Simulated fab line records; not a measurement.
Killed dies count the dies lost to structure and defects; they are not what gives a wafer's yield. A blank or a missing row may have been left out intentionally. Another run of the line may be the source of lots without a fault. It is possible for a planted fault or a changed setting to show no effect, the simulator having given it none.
fab line records || flow sfqLine
record: {"lots": 14, "wafers": 42, "lastDay": 83}
route steps=325 shown M7@294
lots with no fault: from the same line, run without faults
startH: the number of hours between the record's first day and the start of the first shown wafer of the lot || waitH: hours since the lot's step before || " identical to the entry in the row above || L1.1+2: several wafers, shown together as one row || - value missing, or start not given || * or withheld: withheld || < > ~ a bound
route shown NAME@n: NAME is a module with steps in the file, n the number in the route of the first one || usual: the fault-free wafers' mean and standard deviation || same: alike in all rows || chamber/n: place in a boat || sites: each site's reading || _std_site: standard deviation of those values || _edge_site: mean of outer sites minus mean of inner sites || radiusMm: for every site, how far away it sits from the centre of the wafer || mask NAME#n: copy n || behind: the tool/chamber that last shaped the wafer || hold: cause of the lot's hold/its duration in hours/its outcome || device: whichever transistor did not switch (one of n, p or np) || end of line: tests of these same wafers at the route's end || a step without rows: its recipe alone || killed: count of dies lost to structure and defects at first sort (not the wafer's yield) || map: per-die view of a wafer (x killed, . not killed, _ where there is no die)
set.NAME: the run value of the setting; set.NAME@STEP: its run value at that earlier step || model.NAME: the simulator's own value behind a step, which no gauge read
a sample of lots followed through the steps of the route, with each step as a table and each wafer as a row
services: the hour from which a tool's chamber was out of use, counted from the record's first day as startH (under 0 if before that day), plus the number of hours and why
== steps ==
step: SFQ_TRILAYER_M7_STRIP_STRIP_181
recipe: {"gas": "O2", "powerW": 200, "platenTempC": 40, "overashFraction": 0.65, "chemistry": "O2", "pressureMtorr": 50}
usual: {"chamberPressureMTorr": "50.00/0.047", "drypumpMotorCurrentA": "5.9/0.53", "oesProductAu": "0.998/0.0097"}
{"lot.wafer": "L203.2", "tool": "rieMetal-04", "chamber": 1, "startH": 1634.77, "waitH": 0.1, "chamberPressureMTorr": 50.03, "drypumpMotorCurrentA": 5.3, "oesProductAu": 1.012, "rfHoursCounterH": 65}
{"lot.wafer": "L203.5", "tool": "rieMetal-04", "chamber": 1, "startH": 1634.77, "waitH": 0.1, "chamberPressureMTorr": 50.02, "drypumpMotorCurrentA": 5.3, "oesProductAu": 1.015, "rfHoursCounterH": "-"}
{"lot.wafer": "L203.6", "tool": "rieMetal-04", "chamber": 0, "startH": 1634.77, "waitH": 0.1, "chamberPressureMTorr": 50.11, "drypumpMotorCurrentA": 6.2, "oesProductAu": 0.995, "rfHoursCounterH": "-"}
{"lot.wafer": "L204.2", "tool": "rieMetal-03", "chamber": 0, "startH": 1645.57, "waitH": 0.1, "chamberPressureMTorr": 49.97, "drypumpMotorCurrentA": 6.0, "oesProductAu": 1.003, "rfHoursCounterH": 78}
{"lot.wafer": "L204.5", "tool": "rieMetal-03", "chamber": 1, "startH": 1645.57, "waitH": 0.1, "chamberPressureMTorr": 49.97, "drypumpMotorCurrentA": 5.0, "oesProductAu": 1.004, "rfHoursCounterH": "-"}
{"lot.wafer": "L204.6", "tool": "rieMetal-03", "chamber": 0, "startH": 1645.57, "waitH": 0.1, "chamberPressureMTorr": 49.99, "drypumpMotorCurrentA": 6.0, "oesProductAu": 1.009, "rfHoursCounterH": "-"}
{"lot.wafer": "L207.1", "tool": "rieMetal-03", "chamber": 1, "startH": 1661.17, "waitH": 0.1, "chamberPressureMTorr": 50.06, "drypumpMotorCurrentA": 5.0, "oesProductAu": 1.002, "rfHoursCounterH": 17}
{"lot.wafer": "L207.4", "tool": "rieMetal-03", "chamber": 1, "startH": 1661.17, "waitH": 0.1, "chamberPressureMTorr": 49.90, "drypumpMotorCurrentA": 5.0, "oesProductAu": 1.001, "rfHoursCounterH": "-"}
{"lot.wafer": "L207.6", "tool": "rieMetal-03", "chamber": 1, "startH": 1661.17, "waitH": 0.1, "chamberPressureMTorr": 49.98, "drypumpMotorCurrentA": 5.0, "oesProductAu": 0.996, "rfHoursCounterH": "-"}
{"lot.wafer": "L208.1", "tool": "rieMetal-02", "chamber": 0, "startH": 1676.77, "waitH": 0.1, "chamberPressureMTorr": 49.99, "drypumpMotorCurrentA": 6.6, "oesProductAu": 0.982, "rfHoursCounterH": 18}
{"lot.wafer": "L208.3", "tool": "rieMetal-02", "chamber": 0, "startH": 1676.77, "waitH": 0.1, "chamberPressureMTorr": 49.96, "drypumpMotorCurrentA": 6.6, "oesProductAu": 0.999, "rfHoursCounterH": "-"}
{"lot.wafer": "L208.5", "tool": "rieMetal-02", "chamber": 1, "startH": 1676.77, "waitH": 0.1, "chamberPressureMTorr": 49.99, "drypumpMotorCurrentA": 6.0, "oesProductAu": 0.994, "rfHoursCounterH": "-"}
{"lot.wafer": "L209.1", "tool": "rieMetal-03", "chamber": 0, "startH": 1727.06, "waitH": 0.1, "chamberPressureMTorr": 50.02, "drypumpMotorCurrentA": 5.9, "oesProductAu": 0.992, "rfHoursCounterH": 89}
{"lot.wafer": "L209.3", "tool": "rieMetal-03", "chamber": 1, "startH": 1727.06, "waitH": 0.1, "chamberPressureMTorr": 50.06, "drypumpMotorCurrentA": 5.0, "oesProductAu": 1.000, "rfHoursCounterH": "-"}
{"lot.wafer": "L209.6", "tool": "rieMetal-03", "chamber": 0, "startH": 1727.06, "waitH": 0.1, "chamberPressureMTorr": 50.03, "drypumpMotorCurrentA": 5.9, "oesProductAu": 1.004, "rfHoursCounterH": "-"}
{"lot.wafer": "L216.1", "tool": "rieMetal-04", "chamber": 0, "startH": 1763.56, "waitH": 0.1, "chamberPressureMTorr": 50.02, "drypumpMotorCurrentA": 6.2, "oesProductAu": 0.994, "rfHoursCounterH": 71}
{"lot.wafer": "L216.5", "tool": "rieMetal-04", "chamber": 0, "startH": 1763.56, "waitH": 0.1, "chamberPressureMTorr": 50.01, "drypumpMotorCurrentA": 6.2, "oesProductAu": 0.991, "rfHoursCounterH": "-"}
{"lot.wafer": "L216.6", "tool": "rieMetal-04", "chamber": 1, "startH": 1763.56, "waitH": 0.1, "chamberPressureMTorr": 50.03, "drypumpMotorCurrentA": 5.3, "oesProductAu": 1.010, "rfHoursCounterH": "-"}
{"lot.wafer": "L217.1", "tool": "rieMetal-02", "chamber": 0, "startH": 1804.01, "waitH": 0.1, "chamberPressureMTorr": 49.96, "drypumpMotorCurrentA": 6.6, "oesProductAu": 0.976, "rfHoursCounterH": 41}
{"lot.wafer": "L217.2", "tool": "rieMetal-02", "chamber": 1, "startH": 1804.01, "waitH": 0.1, "chamberPressureMTorr": 40.02, "drypumpMotorCurrentA": 5.9, "oesProductAu": 0.978, "rfHoursCounterH": 92}
{"lot.wafer": "L217.3", "tool": "rieMetal-02", "chamber": 1, "startH": 1804.01, "waitH": 0.1, "chamberPressureMTorr": 39.99, "drypumpMotorCurrentA": 5.9, "oesProductAu": 0.993, "rfHoursCounterH": "-"}
{"lot.wafer": "L218.3", "tool": "rieMetal-02", "chamber": 1, "startH": 1819.09, "waitH": 0.2, "chamberPressureMTorr": 39.96, "drypumpMotorCurrentA": 5.9, "oesProductAu": 0.997, "rfHoursCounterH": "-"}
{"lot.wafer": "L218.4", "tool": "rieMetal-02", "chamber": 0, "startH": 1819.09, "waitH": 0.2, "chamberPressureMTorr": 50.11, "drypumpMotorCurrentA": 6.6, "oesProductAu": 0.991, "rfHoursCounterH": "-"}
{"lot.wafer": "L218.6", "tool": "rieMetal-02", "chamber": 1, "startH": 1819.09, "waitH": 0.2, "chamberPressureMTorr": 39.92, "drypumpMotorCurrentA": 5.9, "oesProductAu": 0.993, "rfHoursCounterH": "-"}
{"lot.wafer": "L219.2", "tool": "rieMetal-04", "chamber": 0, "startH": 1841.15, "waitH": 0.4, "chamberPressureMTorr": 50.02, "drypumpMotorCurrentA": 6.2, "oesProductAu": 0.998, "rfHoursCounterH": "-"}
{"lot.wafer": "L219.5", "tool": "rieMetal-04", "chamber": 0, "startH": 1841.15, "waitH": 0.4, "chamberPressureMTorr": 49.92, "drypumpMotorCurrentA": 6.2, "oesProductAu": 0.988, "rfHoursCounterH": "-"}
{"lot.wafer": "L219.6", "tool": "rieMetal-04", "chamber": 0, "startH": 1841.15, "waitH": 0.4, "chamberPressureMTorr": 49.94, "drypumpMotorCurrentA": 6.2, "oesProductAu": 0.993, "rfHoursCounterH": "-"}
{"lot.wafer": "L221.4", "tool": "rieMetal-04", "chamber": 0, "startH": 1888.61, "waitH": 0.2, "chamberPressureMTorr": 50.00, "drypumpMotorCurrentA": 6.2, "oesProductAu": 1.003, "rfHoursCounterH": "-"}
{"lot.wafer": "L221.5", "tool": "rieMetal-04", "chamber": 1, "startH": 1888.61, "waitH": 0.2, "chamberPressureMTorr": 50.02, "drypumpMotorCurrentA": 5.3, "oesProductAu": 1.004, "rfHoursCounterH": "-"}
{"lot.wafer": "L221.6", "tool": "rieMetal-04", "chamber": 0, "startH": 1888.61, "waitH": 0.2, "chamberPressureMTorr": 49.95, "drypumpMotorCurrentA": 6.2, "oesProductAu": 0.993, "rfHoursCounterH": "-"}
{"lot.wafer": "L222.1", "tool": "rieMetal-03", "chamber": 0, "startH": 1891.29, "waitH": 0.1, "chamberPressureMTorr": 49.99, "drypumpMotorCurrentA": 6.0, "oesProductAu": 1.006, "rfHoursCounterH": 113}
{"lot.wafer": "L222.3", "tool": "rieMetal-03", "chamber": 0, "startH": 1891.29, "waitH": 0.1, "chamberPressureMTorr": 50.02, "drypumpMotorCurrentA": 5.9, "oesProductAu": 0.990, "rfHoursCounterH": "-"}
{"lot.wafer": "L222.6", "tool": "rieMetal-03", "chamber": 0, "startH": 1891.29, "waitH": 0.1, "chamberPressureMTorr": 50.04, "drypumpMotorCurrentA": 5.9, "oesProductAu": 0.997, "rfHoursCounterH": "-"}
{"lot.wafer": "L223.2", "tool": "rieMetal-02", "chamber": 0, "startH": 1894.29, "waitH": 0.1, "chamberPressureMTorr": 50.06, "drypumpMotorCurrentA": 6.6, "oesProductAu": 0.995, "rfHoursCounterH": 52}
{"lot.wafer": "L223.3", "tool": "rieMetal-02", "chamber": 0, "startH": 1894.29, "waitH": 0.1, "chamberPressureMTorr": 49.98, "drypumpMotorCurrentA": 6.7, "oesProductAu": 0.993, "rfHoursCounterH": "-"}
{"lot.wafer": "L223.5", "tool": "rieMetal-02", "chamber": 1, "startH": 1894.29, "waitH": 0.1, "chamberPressureMTorr": 49.88, "drypumpMotorCurrentA": 6.0, "oesProductAu": 1.001, "rfHoursCounterH": "-"}
{"lot.wafer": "L224.3", "tool": "rieMetal-03", "chamber": 1, "startH": 1896.29, "waitH": 0.2, "chamberPressureMTorr": 50.01, "drypumpMotorCurrentA": 5.0, "oesProductAu": 1.000, "rfHoursCounterH": "-"}
{"lot.wafer": "L224.4", "tool": "rieMetal-03", "chamber": 0, "startH": 1896.29, "waitH": 0.2, "chamberPressureMTorr": 49.99, "drypumpMotorCurrentA": 6.0, "oesProductAu": 1.000, "rfHoursCounterH": "-"}
{"lot.wafer": "L224.5", "tool": "rieMetal-03", "chamber": 0, "startH": 1896.29, "waitH": 0.2, "chamberPressureMTorr": 49.98, "drypumpMotorCurrentA": 5.9, "oesProductAu": 1.002, "rfHoursCounterH": "-"}
{"lot.wafer": "L225.1", "tool": "rieMetal-02", "chamber": 0, "startH": 1899.69, "waitH": 0.1, "chamberPressureMTorr": 49.98, "drypumpMotorCurrentA": 6.6, "oesProductAu": 0.972, "rfHoursCounterH": 53}
{"lot.wafer": "L225.2", "tool": "rieMetal-02", "chamber": 1, "startH": 1899.69, "waitH": 0.1, "chamberPressureMTorr": 50.01, "drypumpMotorCurrentA": 6.0, "oesProductAu": 0.995, "rfHoursCounterH": 104}
{"lot.wafer": "L225.6", "tool": "rieMetal-02", "chamber": 1, "startH": 1899.69, "waitH": 0.1, "chamberPressureMTorr": 50.06, "drypumpMotorCurrentA": 6.0, "oesProductAu": 1.000, "rfHoursCounterH": "-"}
== services ==
{"tool": "rieMetal-02", "chamber": 1, "startH": 1685.65, "hours": 4.7, "kind": "repair"}
{"tool": "rieMetal-04", "chamber": "-", "startH": 1761.46, "hours": 1.6, "kind": "repair"}
{"tool": "rieMetal-04", "chamber": 1, "startH": 1828.89, "hours": 28.8, "kind": "repair"}
== key ==
firstSign: {"step": "SFQ_TRILAYER_M7_STRIP_STRIP_181", "reading": "chamberPressureMTorr", "direction": "down", "sigmas": "99+", "usual": 50.00, "struck": 39.97}
effect none on later readings
metAt SFQ_TRILAYER_M7_STRIP_STRIP_181
struckLots L217,L218
struckWafers L217.2,L217.3,L218.3,L218.6
onsetBetween 1676.77 1804.01
fault: {"kind": "processParameterDrift", "tool": "rieMetal-02", "chamber": 1, "onsetH": 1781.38, "steps": "SFQ_TRILAYER_M7_STRIP_STRIP_181", "channel": "pressureMtorr", "offset": -10, "shape": "step", "endH": 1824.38, "actsIn": "theseRecipesOnly", "stated": 50}
